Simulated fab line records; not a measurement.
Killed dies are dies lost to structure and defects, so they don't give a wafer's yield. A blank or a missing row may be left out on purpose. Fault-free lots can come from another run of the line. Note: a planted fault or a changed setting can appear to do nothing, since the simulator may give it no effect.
fab line records | flow sky130
record lots=15 | wafers=45 | lastDay=50
route steps=708 shown VIA2@519 METAL3@535
lots with no fault: from the same line, run without faults
startH: hours from the record's opening day to when the first of the lot's shown wafers began | waitH: hours since the lot's step before | " repeats the value in the row above | L1.1+2: a single row standing in for several wafers | - no value, or no start given | * or withheld: withheld | < > ~ a bound
route shown NAME@n: names a module that has steps shown in the file, with the first one's number in the route | usual: the fault-free wafers' mean and standard deviation | same: alike in all rows | chamber/n: place in a boat | sites: readings site by site | _std_site: the values' standard deviation | _edge_site: outer sites' mean less inner sites' | radiusMm: for every site, how far away it sits from the centre of the wafer | mask NAME#n: copy n | behind: the tool/chamber that last shaped the wafer | hold: reason for holding the lot/hours on hold/outcome of the hold | device: names the non-switching transistor (n, p or np) | end of line: the route-end tests of the same wafers | for a step that has no rows: nothing shown but its recipe | killed: at the first sort, the dies lost to defects and structure; wafer yield is something else | map: a wafer's dies, marking killed ones x, the rest . and places with no die _
set.NAME: the setting as run; set.NAME@STEP: as run at that earlier step | model.NAME: the simulator's own value behind a step, which no gauge read
one table for each step of the route and one row for each wafer, over a sample of lots
services: the hour from which a tool's chamber was out of use, counted from the record's first day as startH (under 0 if before that day), plus the number of hours and why
## steps
# step SKY_VIA2_CD_MEAS_12
# recipe targetCdNm=200
# usual cdNm=200.1/1.5
lot.wafer | tool     | chamber | startH  | waitH | cdNm
L967.2    | cdSem-01 | -       | 854.23  | -     | 200.8
L967.5    | "        | -       | "       | "     | 201.5
L967.6    | "        | -       | "       | "     | 200.9
L968.2    | cdSem-01 | -       | 860.58  | -     | 201.6
L968.3    | "        | -       | "       | "     | 202.1
L968.4    | "        | -       | "       | "     | 200.7
L969.3    | cdSem-01 | -       | 872.12  | -     | 200.3
L969.4    | "        | -       | "       | "     | 201.5
L969.6    | "        | -       | "       | "     | 202.0
L970.2    | cdSem-01 | -       | 878.90  | -     | 198.6
L970.3    | "        | -       | "       | "     | 198.3
L970.6    | "        | -       | "       | "     | 198.4
L971.2    | cdSem-01 | -       | 879.53  | -     | 199.3
L971.3    | "        | -       | "       | "     | 199.7
L971.5    | "        | -       | "       | "     | 198.3
L972.2    | cdSem-01 | -       | 883.03  | -     | 201.0
L972.5    | "        | -       | "       | "     | 200.7
L972.6    | "        | -       | "       | "     | 199.7
L974.3    | cdSem-02 | -       | 904.25  | -     | 200.7
L974.4    | "        | -       | "       | "     | 199.2
L974.6    | "        | -       | "       | "     | 199.0
L975.1    | cdSem-01 | -       | 905.36  | -     | 200.8
L975.3    | "        | -       | "       | "     | 200.0
L975.4    | "        | -       | "       | "     | 202.1
L977.2    | cdSem-02 | -       | 922.45  | -     | 200.7
L977.4    | "        | -       | "       | "     | 201.0
L977.6    | "        | -       | "       | "     | 201.0
L980.3    | cdSem-01 | -       | 944.30  | -     | 200.0
L980.4    | "        | -       | "       | "     | 199.4
L980.5    | "        | -       | "       | "     | 199.5
L981.1    | cdSem-01 | -       | 949.48  | -     | 200.6
L981.2    | "        | -       | "       | "     | 199.3
L981.5    | "        | -       | "       | "     | 200.5
L982.2    | cdSem-02 | -       | 953.83  | -     | 204.4
L982.4    | "        | -       | "       | "     | 203.4
L982.6    | "        | -       | "       | "     | 203.2
L988.3    | cdSem-02 | -       | 997.02  | -     | 196.8
L988.4    | "        | -       | "       | "     | 196.7
L988.6    | "        | -       | "       | "     | 196.9
L989.2    | cdSem-01 | -       | 1002.13 | -     | 201.6
L989.4    | "        | -       | "       | "     | 200.0
L989.5    | "        | -       | "       | "     | 200.6
L990.1    | cdSem-01 | -       | 1011.11 | -     | 197.5
L990.5    | "        | -       | "       | "     | 199.6
L990.6    | "        | -       | "       | "     | 199.5
# step SKY_VIA2_CMP_24
# recipe stopOn=SiO2 | tOverpolishS=20 | downForcePsi=3.5 | platenRpm=60 | targetThkNm=0 | padVelocityMS=0.94248
# usual motorCurrentA=11.1/1.2 | overpolishRunS=20.000/0.0083 | platenRpm=60.00/0.039 | timeToEndpointS=100/3.9
lot.wafer | tool   | chamber | startH  | waitH | motorCurrentA | overpolishRunS | platenRpm | timeToEndpointS
L967.2    | cmp-01 | 1       | 855.48  | 0.1   | 10.6          | 19.993         | 59.93     | 95
L967.6    | "      | 0       | "       | "     | 13.5          | 19.993         | 60.03     | 98
L967.5    | "      | 1       | "       | "     | 10.3          | 19.997         | 59.98     | 98
L968.3    | cmp-02 | 3       | 861.78  | 0.0   | 10.1          | 20.001         | 60.00     | 101
L968.2    | "      | 0       | "       | "     | 10.8          | 19.990         | 59.98     | 95
L968.4    | "      | 1       | "       | "     | 10.0          | 19.991         | 59.96     | 101
L969.3    | cmp-01 | 3       | 873.34  | 0.0   | 12.0          | 20.002         | 59.96     | 112
L969.4    | "      | 0       | "       | "     | 13.5          | 20.003         | 59.96     | 97
L969.6    | "      | 0       | "       | "     | 13.5          | 20.003         | 59.99     | 96
L970.2    | cmp-02 | 2       | 880.15  | 0.1   | 10.9          | 19.990         | 59.93     | 102
L970.3    | "      | 3       | "       | "     | 9.9           | 20.001         | 59.99     | 103
L970.6    | "      | 2       | "       | "     | 11.1          | 19.994         | 59.90     | 98
L971.3    | cmp-01 | 0       | 880.92  | 0.1   | 13.4          | 19.998         | 60.02     | 105
L971.2    | "      | 2       | "       | "     | 10.7          | 19.989         | 59.95     | 103
L971.5    | "      | 0       | "       | "     | 12.9          | 19.993         | 59.95     | 101
L972.2    | cmp-01 | 2       | 884.34  | 0.1   | 11.1          | 19.993         | 60.00     | 106
L972.6    | "      | 0       | "       | "     | 13.1          | 20.004         | 60.04     | 105
L972.5    | "      | 1       | "       | "     | 10.5          | 20.007         | 60.01     | 100
L974.3    | cmp-02 | 0       | 905.49  | 0.1   | 10.1          | 20.002         | 59.99     | 106
L974.4    | "      | 1       | "       | "     | 10.0          | 20.004         | 59.99     | 105
L974.6    | "      | 0       | "       | "     | 10.1          | 20.009         | 60.04     | 101
L975.1    | cmp-01 | 0       | 906.59  | 0.1   | 13.6          | 19.995         | 59.94     | 96
L975.4    | "      | 1       | "       | "     | 11.0          | 20.006         | 59.98     | 99
L975.3    | "      | 2       | "       | "     | 10.9          | 19.985         | 59.93     | 99
L977.2    | cmp-01 | 1       | 923.74  | 0.1   | 10.7          | 20.001         | 59.99     | 96
L977.4    | "      | 3       | "       | "     | 11.7          | 20.008         | 60.04     | 106
L977.6    | "      | 1       | "       | "     | 10.8          | 19.997         | 59.98     | 95
L980.4    | cmp-02 | 0       | 945.54  | 0.1   | 10.8          | 20.007         | 60.03     | 96
L980.3    | "      | 1       | "       | "     | 9.8           | 20.009         | 60.01     | 102
L980.5    | "      | 3       | "       | "     | 9.9           | 19.999         | 60.00     | 103
L981.1    | cmp-01 | 3       | 950.70  | 0.1   | 11.7          | 19.992         | 59.98     | 98
L981.2    | "      | 0       | "       | "     | 13.6          | 20.012         | 60.05     | 96
L981.5    | "      | 3       | "       | "     | 11.3          | 20.007         | 59.97     | 100
L982.4    | cmp-01 | 3       | 955.06  | 0.0   | 11.8          | 19.998         | 59.98     | 105
L982.2    | "      | 2       | "       | "     | 11.7          | 19.985         | 60.00     | 102
L982.6    | "      | 3       | "       | "     | 11.4          | 20.001         | 59.98     | 110
L988.3    | cmp-01 | 2       | 998.47  | 0.1   | 11.0          | 20.006         | 60.01     | 98
L988.4    | "      | 3       | "       | "     | 11.5          | 20.002         | 59.99     | 101
L988.6    | "      | 1       | "       | "     | 11.0          | 20.005         | 60.00     | 95
L989.2    | cmp-02 | 1       | 1003.48 | 0.0   | 9.5           | 20.005         | 60.07     | 99
L989.4    | "      | 2       | "       | "     | 11.0          | 19.988         | 59.91     | 94
L989.5    | "      | 2       | "       | "     | 11.3          | 20.009         | 59.91     | 93
L990.1    | cmp-01 | 2       | 1012.39 | 0.1   | 11.0          | 20.007         | 60.04     | 98
L990.6    | "      | 1       | "       | "     | 9.8           | 19.993         | 59.97     | 101
L990.5    | "      | 2       | "       | "     | 10.6          | 20.012         | 59.94     | 102
# step SKY_METAL3_SPUTTER_03
# recipe material=Ti | targetThkNm=5 | powerW=3000 | timeS=3.3 | chamberPressurePa=0.4
# usual cathodeDcPowerW=3000.0/0.53 | throttleValvePct=29.7/0.94
lot.wafer | tool          | chamber | startH  | waitH | cathodeDcPowerW | throttleValvePct
L967.2    | pvdSputter-03 | -       | 855.83  | 0.0   | 2999.7          | 30.9
L967.5    | "             | -       | "       | "     | 2999.0          | 30.9
L967.6    | "             | -       | "       | "     | 3000.6          | 30.2
L968.2    | pvdSputter-02 | -       | 862.17  | 0.0   | 2999.8          | 30.3
L968.3    | "             | -       | "       | "     | 2999.4          | 29.5
L968.4    | "             | -       | "       | "     | 3000.4          | 29.0
L969.3    | pvdSputter-04 | -       | 873.73  | 0.0   | 3000.7          | 30.4
L969.4    | "             | -       | "       | "     | 3000.9          | 30.5
L969.6    | "             | -       | "       | "     | 3000.3          | 30.7
L970.2    | pvdSputter-04 | -       | 880.49  | 0.0   | 2999.5          | 30.6
L970.3    | "             | -       | "       | "     | 2998.9          | 30.4
L970.6    | "             | -       | "       | "     | 3000.1          | 30.6
L971.2    | pvdSputter-03 | -       | 881.25  | 0.0   | 3000.2          | 28.7
L971.3    | "             | -       | "       | "     | 3000.3          | 29.9
L971.5    | "             | -       | "       | "     | 2998.5          | 30.6
L972.2    | pvdSputter-03 | -       | 884.63  | 0.0   | 3000.6          | 30.9
L972.5    | "             | -       | "       | "     | 3000.3          | 29.2
L972.6    | "             | -       | "       | "     | 3000.4          | 30.4
L974.3    | pvdSputter-04 | -       | 905.82  | 0.0   | 2999.8          | 30.4
L974.4    | "             | -       | "       | "     | 2999.8          | 31.0
L974.6    | "             | -       | "       | "     | 2999.5          | 30.9
L975.1    | pvdSputter-02 | -       | 906.97  | 0.0   | 2999.8          | 29.9
L975.3    | "             | -       | "       | "     | 2999.0          | 28.9
L975.4    | "             | -       | "       | "     | 3000.1          | 29.2
L977.2    | pvdSputter-02 | -       | 924.08  | 0.0   | 2999.6          | 29.4
L977.4    | "             | -       | "       | "     | 2999.5          | 29.6
L977.6    | "             | -       | "       | "     | 3000.4          | 29.2
L980.3    | pvdSputter-03 | -       | 945.87  | 0.0   | 2999.8          | 30.3
L980.4    | "             | -       | "       | "     | 3000.0          | 29.5
L980.5    | "             | -       | "       | "     | 2999.5          | 29.0
L981.1    | pvdSputter-04 | -       | 951.09  | 0.0   | 3000.2          | 30.6
L981.2    | "             | -       | "       | "     | 3000.6          | 30.7
L981.5    | "             | -       | "       | "     | 3000.1          | 30.7
L982.2    | pvdSputter-02 | -       | 955.44  | 0.0   | 2999.7          | 30.0
L982.4    | "             | -       | "       | "     | 2999.8          | 29.1
L982.6    | "             | -       | "       | "     | 2999.1          | 29.8
L988.3    | pvdSputter-03 | -       | 998.77  | 0.0   | 3000.0          | 29.1
L988.4    | "             | -       | "       | "     | 2999.8          | 30.6
L988.6    | "             | -       | "       | "     | 3000.1          | 29.1
L989.2    | pvdSputter-02 | -       | 1003.86 | 0.0   | 2999.8          | 29.6
L989.4    | "             | -       | "       | "     | 3000.7          | 29.2
L989.5    | "             | -       | "       | "     | 3000.2          | 29.1
L990.1    | pvdSputter-02 | -       | 1012.72 | 0.0   | 2999.7          | 30.0
L990.5    | "             | -       | "       | "     | 3000.1          | 28.9
L990.6    | "             | -       | "       | "     | 3000.2          | 29.3
# step SKY_METAL3_PEB_11
# recipe pebTempC=withheld | pebTimeS=withheld | resist=KrF-thick
# usual chillPlateTempC=* | exhaustPa=45.0/0.85
lot.wafer | tool          | chamber | startH | waitH | chillPlateTempC | exhaustPa
L967.2    | lithoTrack-01 | 0       | 907    | -     | *               | 45.5
L967.5    | "             | 0       | "      | "     | *               | 44.5
L967.6    | "             | 0       | "      | "     | *               | 45.4
L968.2    | lithoTrack-01 | 0       | 912    | -     | *               | 45.9
L968.3    | "             | 0       | "      | "     | *               | 44.9
L968.4    | "             | 0       | "      | "     | *               | 45.1
L969.3    | lithoTrack-02 | 0       | 924    | -     | *               | 45.7
L969.4    | "             | 0       | "      | "     | *               | 46.3
L969.6    | "             | 0       | "      | "     | *               | 45.4
L970.2    | lithoTrack-01 | 0       | 931    | -     | *               | 46.1
L970.3    | "             | 0       | "      | "     | *               | 45.8
L970.6    | "             | 0       | "      | "     | *               | 44.1
L971.2    | lithoTrack-01 | 0       | 932    | -     | *               | 44.3
L971.3    | "             | 0       | "      | "     | *               | 45.3
L971.5    | "             | 0       | "      | "     | *               | 44.5
L972.2    | lithoTrack-04 | 0       | 935    | -     | *               | 45.0
L972.5    | "             | 0       | "      | "     | *               | 44.7
L972.6    | "             | 0       | "      | "     | *               | 45.9
L974.3    | lithoTrack-01 | 0       | 955    | -     | *               | 44.0
L974.4    | "             | 0       | "      | "     | *               | 44.0
L974.6    | "             | 0       | "      | "     | *               | 45.4
L975.1    | lithoTrack-01 | 0       | 955    | -     | *               | 45.7
L975.3    | "             | 0       | "      | "     | *               | 45.6
L975.4    | "             | 0       | "      | "     | *               | 45.7
L977.2    | lithoTrack-02 | 0       | 973    | -     | *               | 46.2
L977.4    | "             | 0       | "      | "     | *               | 44.9
L977.6    | "             | 0       | "      | "     | *               | 45.4
L980.3    | lithoTrack-01 | -       | 994    | -     | -               | -
L980.4    | "             | -       | "      | "     | -               | -
L980.5    | "             | -       | "      | "     | -               | -
L981.1    | lithoTrack-02 | -       | 997    | -     | -               | -
L981.2    | "             | -       | "      | "     | -               | -
L981.5    | "             | -       | 998    | -     | -               | -
L982.2    | lithoTrack-04 | -       | 1002   | -     | -               | -
L982.4    | "             | -       | "      | "     | -               | -
L982.6    | "             | -       | "      | "     | -               | -
L988.3    | lithoTrack-04 | 0       | 1045   | -     | *               | 43.2
L988.4    | "             | 0       | "      | "     | *               | 43.3
L988.6    | "             | 0       | "      | "     | *               | 44.4
L989.2    | lithoTrack-02 | 0       | 1052   | -     | *               | 44.1
L989.4    | "             | 0       | "      | "     | *               | 44.1
L989.5    | "             | 0       | "      | "     | *               | 44.2
L990.1    | lithoTrack-04 | 0       | 1058   | -     | *               | 45.3
L990.5    | "             | 0       | "      | "     | *               | 44.7
L990.6    | "             | 0       | "      | "     | *               | 44.6
## services
tool          | chamber | startH  | hours | kind
pvdSputter-04 | -       | 843.99  | 1.3   | repair
pvdSputter-02 | -       | 868.80  | 0.9   | repair
cmp-01        | -       | 890.18  | 0.5   | repair
cmp-02        | -       | 912.77  | 4.0   | pm
cmp-02        | -       | 916.77  | -     | consumableReplace:conditioner
cmp-02        | -       | 916.77  | -     | consumableReplace:pad
cmp-01        | -       | 918.79  | 1.3   | repair
pvdSputter-02 | -       | 924.87  | 1.9   | repair
pvdSputter-04 | -       | 936.09  | 3.5   | repair
cmp-01        | -       | 943.33  | 0.4   | repair
cmp-01        | -       | 960.52  | 2.7   | repair
pvdSputter-03 | -       | 981.37  | 4.9   | repair
cmp-02        | -       | 984.65  | 1.8   | repair
cmp-01        | -       | 985.36  | 4.5   | repair
cmp-02        | -       | 1007.31 | 0.2   | repair
cmp-02        | -       | 1057.44 | 1.3   | repair
## key
firstSign step=SKY_METAL3_PEB_11 | reading=toolRecord | direction=missing
effect none on later readings
metAt SKY_METAL3_PEB_11
struckLots L980,L981,L982
laterRowsLeftOut L980.3,L980.4,L980.5,L981.1,L981.2,L981.5,L982.2,L982.4,L982.6
sortLeftOut L980.3,L980.4,L980.5,L981.1,L981.2,L981.5,L982.2,L982.4,L982.6
notActingAt SKY_VIA2_CD_MEAS_12,SKY_VIA2_CMP_24,SKY_METAL3_SPUTTER_03
onsetBetween 973 994
fault kind=skippedStepWhole | tool=lithoTrack-01,lithoTrack-02,lithoTrack-04 | chamber=- | onsetH=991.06 | steps=SKY_METAL3_PEB_11 | scope=struckLotsOnly
# sortLeftOut: the simulated sort isn't trusted on such a fault, so these wafers' sort isn't shown, and their yield isn't known
# laterRowsLeftOut: the simulator's readings of these wafers behind a module that went badly wrong aren't trusted and aren't shown, but for the sort
